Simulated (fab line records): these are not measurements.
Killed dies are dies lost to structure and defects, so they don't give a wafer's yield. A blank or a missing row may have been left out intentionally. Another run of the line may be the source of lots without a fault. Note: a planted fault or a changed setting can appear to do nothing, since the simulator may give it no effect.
2 desks looking at one fault | flow gf180mcu | each desk holds nothing but its own numbers, with what lay behind them at the end

## FROM THE METROLOGY DESK
Lot by lot, what the gauges showed, no matter which tool ran the lot: averages of those sampled wafers that carry a number. If a lot's mean is further than 4 standard deviations from the usual mean, the lot is out of limits and carries the mark OUT (the distance appears in the brackets).
Columns: A = V4_W_RS at GF_V4_RS_MEAS_24, usual 0.327 ohm/sq; B = V4_W_THK at GF_V4_THK_MEAS_25, usual 336 nm; C = MIM_CVD_05_THK at GF_MIM_THK_MEAS_06, usual 41.9 nm; D = MIM_ALCU_RS at GF_MIM_RS_MEAS_10, usual 0.1605 ohm/sq; E = MIM_ALCU_THK at GF_MIM_THK_MEAS_11, usual 197.8 nm; F = cd nm at GF_M5_CD_MEAS_07, usual 280.3 nm; G = M5_OVL at GF_M5_OVL_MEAS_08, usual 0 nm
lot  | first seen here | A     | B   | C    | D      | E     | F     | G
L712 | day 25 07:17    | 0.334 | 325 | 41.8 | 0.1605 | 197.7 | 279.5 | 4
L719 | day 27 07:08    | 0.328 | 336 | 42.0 | 0.1619 | 196.4 | 281.0 | -5
L723 | day 28 09:17    | 0.327 | 339 | 41.6 | 0.1586 | 200.9 | 280.3 | 4
L724 | day 28 13:14    | 0.329 | 334 | 42.4 | 0.1632 | 194.9 | 279.9 | 3
L727 | day 29 14:12    | 0.330 | 330 | 42.4 | 0.1624 | 195.8 | 279.8 | 2
This desk's finding: nothing out of limits on any of the 5 lots.

## AT THE TOOL OWNER'S DESK: pvd sputter-03
At GF_MIM_SPUTTER_09 (material TiN, target thk 35 nm, time 29.2 s) the tool's own readings: per lot run on this tool, the mean of the sampled wafers that have a number. If a lot's mean is further than 4 standard deviations from the usual mean, the lot is out of limits and carries the mark OUT (the distance appears in the brackets).
Columns: A = throttle valve pct at GF_MIM_SPUTTER_09, usual 29.7 %
lot  | first seen here | A
L712 | day 25 08:08    | 29.6
L723 | day 28 10:08    | 29.1
This desk's finding: nothing out of limits on any of the 2 lots.

## ALL TOGETHER
Metrology desk: nothing out of limits seen.
The desk of the tool owner found nothing out of limits.

## WHAT WAS PUT IN BY THE SIMULATOR
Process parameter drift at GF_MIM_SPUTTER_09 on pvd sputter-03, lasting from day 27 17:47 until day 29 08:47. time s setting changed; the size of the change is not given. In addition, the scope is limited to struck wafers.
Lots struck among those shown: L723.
